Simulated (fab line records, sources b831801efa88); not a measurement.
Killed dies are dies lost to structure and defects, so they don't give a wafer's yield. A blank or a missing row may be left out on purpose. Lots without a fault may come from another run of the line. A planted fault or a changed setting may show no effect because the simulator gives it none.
Chamber matching | flow sky130 | SKY_VIA3_ETCH_14 on rie_diel-01: 4 sister chambers
The step etches BARC in N2/H2, stops on SiO2, time 45.9 s, target depth 60 nm. 24 wafers are shown with their chamber, then 12 later ones without.

WAFERS WITH THEIR CHAMBER
wafer  | chamber | drypump_motor_current_A (A) | throttle_valve_pct (%) | oes_product_au (a.u.)
L074.1 | 3       | 6.2                         | 13.233                 | 0.861
L074.2 | 0       | 5.9                         | 13.210                 | 0.858
L074.6 | 1       | 6.1                         | 13.227                 | 0.854
L075.1 | 2       | 6.0                         | 13.228                 | 0.854
L075.3 | 1       | 6.1                         | 13.228                 | 0.860
L075.6 | 1       | 6.1                         | 13.233                 | 0.858
L078.1 | 0       | 5.9                         | 13.220                 | 0.866
L078.2 | 2       | 6.0                         | 13.218                 | 0.859
L078.6 | 0       | 5.9                         | 13.229                 | 0.856
L079.1 | 0       | 5.9                         | 13.227                 | 0.855
L079.4 | 2       | 6.0                         | 13.220                 | 0.854
L079.6 | 2       | 6.0                         | 13.233                 | 0.856
L082.1 | 2       | 6.0                         | 13.229                 | 0.852
L082.2 | 0       | 5.9                         | 13.217                 | 0.855
L082.5 | 3       | 6.2                         | 13.225                 | 0.857
L084.1 | 3       | 6.2                         | 13.226                 | 0.852
L084.4 | 0       | 5.9                         | 13.224                 | 0.851
L084.6 | 3       | 6.2                         | 13.215                 | 0.862
L089.3 | 0       | 5.9                         | 13.233                 | 0.854
L089.4 | 3       | 6.2                         | 13.231                 | 0.855
L089.6 | 1       | 6.2                         | 13.219                 | 0.853
L091.1 | 1       | 6.1                         | 13.226                 | 0.860
L091.4 | 2       | 6.0                         | 13.240                 | 0.858
L091.5 | 3       | 6.2                         | 13.230                 | 0.855

SIGNATURES (means of the wafers above)
reading                 | chamber 0 | chamber 1 | chamber 2 | chamber 3 | scatter within a chamber
drypump_motor_current_A | 5.900     | 6.120     | 6.000     | 6.200     | 0.02
throttle_valve_pct      | 13.22286  | 13.22660  | 13.22800  | 13.22667  | 0.00711
oes_product_au          | 0.85643   | 0.85700   | 0.85550   | 0.85700   | 0.00379
Rule: a wafer's distance from a chamber is the root of the sum, over the readings, of the square of ((its reading less the chamber's mean) divided by the reading's scatter). The wafer belongs to the nearest chamber; if the next one is less than 2 further off, it can't be placed. The scatter: the root of (the sum of the squares of (reading less its chamber's mean) over the shown wafers, divided by (wafers less chambers)).

WAFERS WITHOUT THEIR CHAMBER
wafer  | drypump_motor_current_A (A) | throttle_valve_pct (%) | oes_product_au (a.u.)
L092.2 | 6.0                         | 13.229                 | 0.863
L092.5 | 6.2                         | 13.230                 | 0.839
L092.6 | 6.0                         | 13.230                 | 0.849
L093.1 | 5.9                         | 13.215                 | 0.865
L093.2 | 6.2                         | 13.237                 | 0.856
L093.4 | 6.0                         | 13.232                 | 0.856
L095.3 | 6.0                         | 13.214                 | 0.853
L095.4 | 6.2                         | 13.228                 | 0.854
L095.5 | 6.1                         | 13.222                 | 0.849
L097.4 | 6.2                         | 13.231                 | 0.857
L097.5 | 6.2                         | 13.230                 | 0.849
L097.6 | 6.2                         | 13.236                 | 0.857

WHICH CHAMBER EACH WENT THROUGH
wafer  | from the rows above     | in truth
L092.2 | 2                       | 2
L092.5 | can't be placed: 3 or 1 | 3
L092.6 | 2                       | 2
L093.1 | 0                       | 0
L093.2 | 3                       | 3
L093.4 | 2                       | 2
L095.3 | 2                       | 2
L095.4 | 3                       | 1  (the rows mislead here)
L095.5 | 1                       | 1
L097.4 | 3                       | 3
L097.5 | 3                       | 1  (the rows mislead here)
L097.6 | 3                       | 3
Placed correctly: 9 of 12. Can't be placed from these rows: 1 (the true chamber is among the candidates in 1). Placed wrongly: 2.
